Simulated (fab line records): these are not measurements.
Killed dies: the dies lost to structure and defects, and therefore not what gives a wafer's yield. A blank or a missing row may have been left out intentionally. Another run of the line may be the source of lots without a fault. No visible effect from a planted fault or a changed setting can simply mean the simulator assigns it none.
fab line records ; flow sky130
[record] lots = 6; wafers = 18; last_day = 50
route steps=708 shown LDD_HVP@286 LDD_LDN@289 PAD_OPEN@708
lots that met no fault: from a run of the same line without faults
start_h: start of the lot's first displayed wafer, in hours after the record's first day ; wait_h: hours since the lot's step before ; " the same as in the row above ; L1.1+2: one row covering several wafers at once ; - no value, or no start was given ; * or withheld: withheld ; < > ~ a bound
route shown NAME@n: a module of which the file shows steps, and the number in the route of the first ; usual: mean and standard deviation over wafers with no fault ; same: alike in all rows ; chamber/n: place in a boat ; sites: per-site readings ; _std_site: how widely they spread, as a standard deviation ; _edge_site: outer sites' mean less inner sites' ; radius_mm: for every site, how far away it sits from the centre of the wafer ; mask NAME#n: copy n ; behind: the most recent tool/chamber to have shaped the wafer ; hold: why the lot went on hold/how many hours it stayed there/how the hold came to an end ; device: transistor that didn't switch, given as n, p or np ; end of line: tests of these same wafers at the route's end ; a step without rows: its recipe alone ; killed: dies that structure and defects cost at the first sort, which is not the same as the wafer's yield ; map: a wafer's dies, marking killed ones x, the rest . and places with no die _
set.NAME: the setting as run; set.NAME@STEP: as run at that earlier step ; model.NAME: the simulator's own value behind a step, which no gauge read
lots at some steps of the route; a table a step, a row a wafer
services: from which hour (start_h, from the record's first day; less than 0 if before it) a tool's chamber was out of use, for how many hours, and why
[[steps]]
[step SKY_LDD_HVP_IMPLANT_08]
[recipe] species = B; energy_kev = 20; dose_cm2 = 1.7e+13; tilt_deg = 17.9
[step SKY_LDD_HVP_STRIP_09]
[recipe] chemistry = O2/N2; power_w = 1400; pressure_mtorr = 1500; platen_temp_c = withheld; o2_flow_sccm = 3000; n2_flow_sccm = 300; overash_fraction = 0.5
[usual] drypump_motor_current_A = 6.19/0.28; oes_product_au = 0.409/0.0043; strip_time_to_endpoint_s = 4.135/0.015
lot.wafer;tool;chamber;start_h;wait_h;drypump_motor_current_A;oes_product_au;rf_hours_counter_h;strip_time_to_endpoint_s
L171.1;plasma_asher-01;1;494.86;0.1;5.72;0.402;79;4.156
L171.3;plasma_asher-01;1;494.86;0.1;5.73;0.411;-;4.169
L171.4;plasma_asher-01;0;494.86;0.1;5.88;0.410;-;4.144
L173.1;plasma_asher-04;0;517.56;0.1;6.45;0.409;9;4.141
L173.4;plasma_asher-04;0;517.56;0.1;6.46;0.405;-;4.136
L173.6;plasma_asher-04;1;517.56;0.1;6.37;0.403;-;4.122
L183.1;plasma_asher-03;0;608.84;0.1;6.06;0.415;80;4.112
L183.2;plasma_asher-03;1;608.84;0.1;6.31;0.405;80;4.124
L183.4;plasma_asher-03;1;608.84;0.1;6.31;0.404;-;4.111
L184.2;plasma_asher-04;0;617.98;0.1;6.45;0.405;19;4.135
L184.3;plasma_asher-04;1;617.98;0.1;6.37;0.413;-;4.110
L184.4;plasma_asher-04;0;617.98;0.1;6.45;0.413;-;4.112
L185.2;plasma_asher-04;0;625.86;0.1;6.45;0.418;20;4.130
L185.5;plasma_asher-04;0;625.86;0.1;6.45;0.403;-;4.121
L185.6;plasma_asher-04;1;625.86;0.1;6.43;0.415;-;4.158
L193.3;plasma_asher-03;0;678.48;0.1;6.07;0.409;-;4.145
L193.4;plasma_asher-03;1;678.48;0.1;6.32;0.409;-;4.134
L193.6;plasma_asher-03;1;678.48;0.1;6.33;0.405;-;4.133
[step SKY_LDD_HVP_TW_MEAS_10]
[usual] LDD_HVP_TW = 462/3.1
lot.wafer;tool;chamber;start_h;wait_h;LDD_HVP_TW
L171.1;film_metro-01;-;494.96;0.1;463
L171.3;film_metro-01;-;494.96;0.1;458
L171.4;film_metro-01;-;494.96;0.1;460
L173.1;film_metro-01;-;517.66;0.1;457
L173.4;film_metro-01;-;517.66;0.1;459
L173.6;film_metro-01;-;517.66;0.1;459
L183.1;film_metro-03;-;608.94;0.1;462
L183.2;film_metro-03;-;608.94;0.1;461
L183.4;film_metro-03;-;608.94;0.1;464
L184.2;film_metro-02;-;618.09;0.1;466
L184.3;film_metro-02;-;618.09;0.1;465
L184.4;film_metro-02;-;618.09;0.1;462
L185.2;film_metro-02;-;625.97;0.1;465
L185.5;film_metro-02;-;625.97;0.1;463
L185.6;film_metro-02;-;625.97;0.1;465
L193.3;film_metro-02;-;678.56;0.1;464
L193.4;film_metro-02;-;678.56;0.1;469
L193.6;film_metro-02;-;678.56;0.1;467
[step SKY_LDD_LDN_DEHYDRATE_00]
[recipe] temp_c = 200; time_s = 60
[step SKY_LDD_LDN_HMDS_01]
[recipe] prime_time_s = 60; prime_temp_c = 120
[step SKY_LDD_LDN_COAT_02]
[recipe] resist = NOVOLAK; spin_rpm = 3000; resist_thk_nm = 1140
[step SKY_LDD_LDN_SOFTBAKE_03]
[recipe] temp_c = 90; time_s = 60; resist = NOVOLAK
[step SKY_LDD_LDN_EXPOSE_04]
[recipe] mask_id = LDNTM; na = 0.6; source_shape = conventional; sigma_outer = 0.6; polarization = unpolarized; target_cd_nm = 700; dose_mj = 140
[step SKY_LDD_LDN_PEB_05]
[recipe] temp_c = withheld; time_s = *; resist = NOVOLAK
[step SKY_LDD_LDN_DEVELOP_06]
[recipe] resist = NOVOLAK; developer = TMAH; develop_time_s = 60; dev_temp_c = 23
[step SKY_LDD_LDN_OVL_MEAS_07]
[usual] LDD_LDN_OVL = -1.8/1.2
lot.wafer;tool;chamber;start_h;wait_h;LDD_LDN_OVL[nm]
L171.1;overlay-01;-;525.22;0.1;-1.2
L171.3;overlay-01;-;525.22;0.1;-1.1
L171.4;overlay-01;-;525.22;0.1;-1.3
L173.1;overlay-02;-;547.91;0.1;-2.8
L173.4;overlay-02;-;547.91;0.1;-2.5
L173.6;overlay-02;-;547.91;0.1;-3.7
L183.1;overlay-01;-;637.87;0.1;-0.4
L183.2;overlay-01;-;637.87;0.1;-1.6
L183.4;overlay-01;-;637.87;0.1;-2.8
L184.2;overlay-01;-;646.51;0.1;0.5
L184.3;overlay-01;-;646.51;0.1;-0.2
L184.4;overlay-01;-;646.51;0.1;-1.8
L185.2;overlay-01;-;654.43;0.1;-2.5
L185.5;overlay-01;-;654.43;0.1;-3.3
L185.6;overlay-01;-;654.43;0.1;-1.7
L193.3;overlay-02;-;706.22;0.1;0.1
L193.4;overlay-02;-;706.22;0.1;-0.6
L193.6;overlay-02;-;706.22;0.1;-0.1
[step SKY_LDD_LDN_IMPLANT_08]
[recipe] species = As; energy_kev = 15; dose_cm2 = 1.25e+13; tilt_deg = withheld; rotation_deg = 23
[step SKY_LDD_LDN_IMPLANT_09]
[recipe] species = As; energy_kev = 15; dose_cm2 = 1.25e+13; tilt_deg = withheld; rotation_deg = 113
lot.wafer;tool;chamber;start_h;wait_h
L171.1+3+4;implanter-01;0;525.41;0.1
L173.1+4+6;implanter-04;0;548.09;0.1
L183.1+2+4;implanter-04;0;638.06;0.1
L183.1+2+4;implanter-04;0;638.37;0.3
L184.2+3+4;implanter-01;0;646.72;0.1
L184.2+3+4;implanter-01;0;647.03;0.3
L185.2+5+6;implanter-03;0;654.63;0.1
L193.3+4+6;implanter-03;0;706.44;0.1
[step SKY_LDD_LDN_IMPLANT_10]
[recipe] species = As; energy_kev = 15; dose_cm2 = 1.25e+13; tilt_deg = withheld; rotation_deg = 203
[step SKY_LDD_LDN_IMPLANT_11]
[recipe] species = As; energy_kev = 15; dose_cm2 = 1.25e+13; tilt_deg = withheld; rotation_deg = 293
[step SKY_LDD_LDN_STRIP_12]
[recipe] chemistry = O2/N2; power_w = 1400; pressure_mtorr = 1500; platen_temp_c = withheld; o2_flow_sccm = 3000; n2_flow_sccm = 300; overash_fraction = 0.5
[usual] drypump_motor_current_A = 5.9/0.61; oes_product_au = 0.716/0.0046; strip_time_to_endpoint_s = 14.18/0.039
lot.wafer;tool;chamber;start_h;wait_h;drypump_motor_current_A;oes_product_au;rf_hours_counter_h;strip_time_to_endpoint_s
L171.1;plasma_asher-01;1;525.86;0.1;5.7;0.713;82;14.16
L171.3;plasma_asher-01;1;525.86;0.1;5.7;0.715;-;14.13
L171.4;plasma_asher-01;0;525.86;0.1;5.9;0.717;-;14.14
L173.1;plasma_asher-04;1;548.54;0.1;6.4;0.721;12;14.15
L173.4;plasma_asher-04;1;548.54;0.1;6.5;0.718;-;14.16
L173.6;plasma_asher-04;0;548.54;0.1;6.4;0.713;-;14.13
L183.1;plasma_asher-02;1;638.82;0.1;4.8;0.717;50;14.20
L183.2;plasma_asher-02;0;638.82;0.1;6.6;0.714;50;14.19
L183.4;plasma_asher-02;0;638.82;0.1;6.6;0.720;-;14.20
L184.2;plasma_asher-02;0;647.46;0.1;6.5;0.706;51;14.28
L184.3;plasma_asher-02;1;647.46;0.1;4.9;0.708;-;14.24
L184.4;plasma_asher-02;0;647.46;0.1;6.5;0.715;-;14.24
L185.2;plasma_asher-04;0;655.06;0.1;6.5;0.720;23;14.21
L185.5;plasma_asher-04;0;655.06;0.1;6.5;0.716;-;14.25
L185.6;plasma_asher-04;1;655.06;0.1;6.4;0.716;-;14.19
L193.3;plasma_asher-02;0;706.88;0.1;6.6;0.717;-;14.12
L193.4;plasma_asher-02;1;706.88;0.1;4.9;0.720;-;14.17
L193.6;plasma_asher-02;1;706.88;0.1;4.9;0.723;-;14.16
[step SKY_LDD_LDN_TW_MEAS_13]
[usual] LDD_LDN_TW = 1491/8.2
lot.wafer;tool;chamber;start_h;wait_h;LDD_LDN_TW
L171.1;film_metro-03;-;525.96;0.1;1484
L171.3;film_metro-03;-;525.96;0.1;1487
L171.4;film_metro-03;-;525.96;0.1;1490
L173.1;film_metro-03;-;548.64;0.1;1490
L173.4;film_metro-03;-;548.64;0.1;1483
L173.6;film_metro-03;-;548.64;0.1;1492
L183.1;film_metro-03;-;638.92;0.1;1594
L183.2;film_metro-03;-;638.92;0.1;1587
L183.4;film_metro-03;-;638.92;0.1;1585
L184.2;film_metro-01;-;647.57;0.1;1585
L184.3;film_metro-01;-;647.57;0.1;1588
L184.4;film_metro-01;-;647.57;0.1;1605
L185.2;film_metro-01;-;655.17;0.1;1494
L185.5;film_metro-01;-;655.17;0.1;1495
L185.6;film_metro-01;-;655.17;0.1;1497
L193.3;film_metro-04;-;706.96;0.1;1491
L193.4;film_metro-04;-;706.96;0.1;1498
L193.6;film_metro-04;-;706.96;0.1;1490
[step SKY_LDD_LDN_CLEAN_14]
[recipe] chemistry = SC1/SC2; mix = 1:4:20; temp_c = 70; time_s = 150; dry = n2_spin
[step SKY_PAD_OPEN_PROBE_99]
[usual] killed_at_M0_to_M3 = 43/7.6; killed_at_M4_up = 2.9/1.7; killed_at_contacts = 24/5.5; killed_at_front_end = 15/4.2; killed_at_other = 0.3/0.52; killed_dies = 86/9.4; killed_open = 47/7; killed_short = 39/6.4
[same] gross_dies = 492; killed_at_back_side = 0
lot.wafer;tool;chamber;start_h;wait_h;killed_at_M0_to_M3;killed_at_M4_up;killed_at_contacts;killed_at_front_end;killed_at_other;killed_dies;killed_open;killed_short;model.etest.tip_sonos.rs_ohm_sq
L171.1;prober-01;-;1076.27;0.1;26;3;28;17;0;74;37;35;2606
L171.3;prober-01;-;1076.37;0.2;51;2;31;13;0;97;51;46;2623
L171.4;prober-01;-;1076.42;0.2;44;3;20;9;0;76;42;34;2664
L173.1;prober-01;-;1091.23;0.1;42;4;18;18;2;84;45;39;2683
L173.4;prober-01;-;1091.38;0.2;52;1;30;13;0;96;58;38;2741
L173.6;prober-01;-;1091.48;0.2;56;1;25;20;0;102;59;43;2747
L183.1;prober-02;-;1151.93;0.1;31;6;19;15;0;71;31;36;2310
L183.2;prober-02;-;1151.98;0.1;32;3;25;19;0;79;43;35;2282
L183.4;prober-02;-;1152.08;0.2;38;2;29;14;0;83;46;35;2318
L184.2;prober-01;-;1158.88;0.1;29;3;35;15;0;82;39;43;2244
L184.3;prober-01;-;1158.93;0.2;35;5;26;12;0;78;43;35;2331
L184.4;prober-01;-;1158.98;0.2;41;4;24;16;0;85;49;36;2244
L185.2;prober-02;-;1163.70;0.1;33;2;20;13;0;68;43;25;2739
L185.5;prober-02;-;1163.85;0.2;50;6;19;10;0;85;57;28;2662
L185.6;prober-02;-;1163.90;0.2;43;5;26;15;0;89;55;34;2675
L193.3;prober-02;-;1195.98;0.2;36;5;30;11;1;83;53;30;2570
L193.4;prober-02;-;1196.03;0.2;37;2;23;13;1;76;41;33;2614
L193.6;prober-02;-;1196.13;0.2;34;2;24;16;1;77;40;36;2596
// killed by level:class
L171.1 LI_CONTACT:geometric_particle:open=9 CONTACT:geometric_particle:open=9 VIA3:geometric_particle:short=6 FIELD_ISO:geometric_particle:open=5 METAL1:geometric_particle:short=5 LOCAL_INTERCONNECT:geometric_particle:short=4 FIELD_ISO:geometric_particle:short=3 POLY_GATE:geometric_particle:short=3
L171.3 VIA1:geometric_particle:open=14 LOCAL_INTERCONNECT:geometric_particle:short=8 CONTACT:geometric_particle:open=8 METAL1:geometric_particle:short=8 LI_CONTACT:geometric_particle:open=7 VIA3:geometric_particle:open=6 VIA2:geometric_particle:open=5 CONTACT:geometric_particle:short=5
L171.4 VIA1:geometric_particle:open=9 CONTACT:geometric_particle:open=7 VIA1:geometric_particle:short=7 VIA3:geometric_particle:open=6 METAL2:geometric_particle:short=6 FIELD_ISO:geometric_particle:open=5 LI_CONTACT:geometric_particle:open=4 CONTACT:geometric_particle:short=4
L173.1 CONTACT:geometric_particle:open=10 VIA1:geometric_particle:short=10 VIA1:geometric_particle:open=8 FIELD_ISO:geometric_particle:open=7 VIA3:geometric_particle:open=7 METAL2:geometric_particle:short=7 FIELD_ISO:geometric_particle:short=5 VIA2:geometric_particle:open=5
L173.4 VIA1:geometric_particle:open=14 CONTACT:geometric_particle:open=13 VIA2:geometric_particle:open=9 LI_CONTACT:geometric_particle:open=7 VIA3:geometric_particle:open=7 METAL1:geometric_particle:short=6 POLY_GATE:geometric_particle:short=5 CONTACT:geometric_particle:short=5
L173.6 LI_CONTACT:geometric_particle:open=11 METAL1:geometric_particle:short=10 VIA2:geometric_particle:open=9 CONTACT:geometric_particle:open=8 VIA1:geometric_particle:open=8 VIA3:geometric_particle:open=6 FIELD_ISO:geometric_particle:short=5 METAL2:geometric_particle:short=5
L183.1 VIA1:geometric_particle:open=8 CONTACT:geometric_particle:open=7 CONTACT:geometric_particle:short=6 FIELD_ISO:geometric_particle:short=5 POLY_GATE:geometric_particle:short=5 VIA1:geometric_particle:short=4 VIA4:coat_microbubble_printed=4 FIELD_ISO:geometric_particle:open=3
L183.2 CONTACT:geometric_particle:open=10 LI_CONTACT:geometric_particle:open=7 POLY_GATE:geometric_particle:open=6 VIA3:geometric_particle:open=5 LI_CONTACT:geometric_particle:short=4 VIA1:geometric_particle:open=4 VIA3:geometric_particle:short=4 METAL2:geometric_particle:short=4
L183.4 CONTACT:geometric_particle:open=15 VIA1:geometric_particle:open=9 VIA3:geometric_particle:open=6 LI_CONTACT:geometric_particle:open=5 VIA1:geometric_particle:short=5 FIELD_ISO:geometric_particle:open=4 FIELD_ISO:geometric_particle:short=4 LOCAL_INTERCONNECT:geometric_particle:short=4
L184.2 CONTACT:geometric_particle:open=13 CONTACT:geometric_particle:short=7 LI_CONTACT:geometric_particle:open=6 FIELD_ISO:geometric_particle:short=5 VIA1:geometric_particle:short=5 VIA3:geometric_particle:short=5 LOCAL_INTERCONNECT:geometric_particle:short=4 FIELD_ISO:geometric_particle:open=4
L184.3 VIA1:geometric_particle:open=9 LI_CONTACT:geometric_particle:open=7 CONTACT:geometric_particle:open=6 VIA3:geometric_particle:open=5 CONTACT:geometric_particle:short=5 METAL1:geometric_particle:short=5 METAL4:geometric_particle:short=5 SPACER:geometric_particle:open=4
L184.4 VIA1:geometric_particle:open=11 VIA2:geometric_particle:open=8 CONTACT:geometric_particle:open=7 CONTACT:geometric_particle:short=6 LI_CONTACT:geometric_particle:open=5 FIELD_ISO:geometric_particle:short=4 VIA1:geometric_particle:short=4 LOCAL_INTERCONNECT:geometric_particle:short=4
L185.2 LI_CONTACT:geometric_particle:open=8 VIA1:geometric_particle:open=8 CONTACT:geometric_particle:open=7 METAL1:geometric_particle:short=7 VIA3:geometric_particle:open=6 FIELD_ISO:geometric_particle:open=3 METAL2:geometric_particle:open=3 FIELD_ISO:geometric_particle:short=2
L185.5 VIA2:geometric_particle:open=11 VIA1:geometric_particle:open=11 VIA3:geometric_particle:open=10 CONTACT:geometric_particle:open=8 POLY_GATE:geometric_particle:open=7 METAL1:geometric_particle:open=4 VIA1:geometric_particle:short=4 LI_CONTACT:geometric_particle:open=3
L185.6 CONTACT:geometric_particle:open=11 VIA1:geometric_particle:open=10 LI_CONTACT:geometric_particle:open=9 VIA3:geometric_particle:open=6 METAL2:geometric_particle:short=6 VIA2:geometric_particle:open=6 POLY_GATE:geometric_particle:open=4 CONTACT:geometric_particle:short=4
L193.3 LI_CONTACT:geometric_particle:open=13 CONTACT:geometric_particle:open=8 VIA1:geometric_particle:open=8 VIA1:geometric_particle:short=7 VIA3:geometric_particle:open=6 VIA2:geometric_particle:open=5 POLY_GATE:geometric_particle:open=4 CONTACT:geometric_particle:short=4
L193.4 VIA3:geometric_particle:open=10 CONTACT:geometric_particle:short=7 METAL2:geometric_particle:short=7 LI_CONTACT:geometric_particle:open=6 CONTACT:geometric_particle:open=5 VIA1:geometric_particle:open=5 VIA2:geometric_particle:open=4 FIELD_ISO:geometric_particle:open=3
L193.6 CONTACT:geometric_particle:short=8 CONTACT:geometric_particle:open=7 VIA2:geometric_particle:open=6 VIA1:geometric_particle:open=6 VIA3:geometric_particle:open=5 METAL2:geometric_particle:short=5 FIELD_ISO:geometric_particle:open=4 SPACER:geometric_particle:short=4
[[services]]
tool;chamber;start_h;hours;kind
implanter-04;-;479.64;7.7;repair
implanter-01;-;489.97;2.3;pm
implanter-04;-;511.26;8.5;repair
implanter-01;-;535.54;4.2;pm
plasma_asher-04;-;586.69;2.5;repair
plasma_asher-02;-;604.89;8.3;repair
plasma_asher-03;-;616.61;0.9;repair
implanter-03;-;644.20;1.4;repair
implanter-03;-;682.56;2.8;repair
implanter-03;-;685.34;3.7;pm
implanter-03;-;687.58;1.0;repair
implanter-04;-;696.99;2.2;pm
implanter-04;-;706.32;2.4;repair
[[key]]
[first_sign] step = SKY_LDD_LDN_IMPLANT_09; reading = visit; direction = added
[effect] step = SKY_LDD_LDN_TW_MEAS_13; reading = LDD_LDN_TW; direction = up; sigmas = 12; usual = 1491; struck = 1591
[model_effect] step = SKY_PAD_OPEN_PROBE_99; value = etest.tip_sonos.rs_ohm_sq; without = 2600; struck = 2288
met_at SKY_LDD_LDN_IMPLANT_09
struck_wafers L183.1,L183.2,L183.4,L184.2,L184.3,L184.4
tester_left_out L183,L184
[fault] kind = repeated_step_whole; tool = implanter-01,implanter-03,implanter-04; chamber = -; onset_h = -; steps = SKY_LDD_LDN_IMPLANT_09; times = 1; scope = struck_lots_only
// tester_left_out: of these lots the tester's yield and bins aren't shown, on N5 and GAA mostly nor the transistor test; their killed dies are dies lost to structure and defects alone, not to doping, threshold or leakage, so they don't give the yield
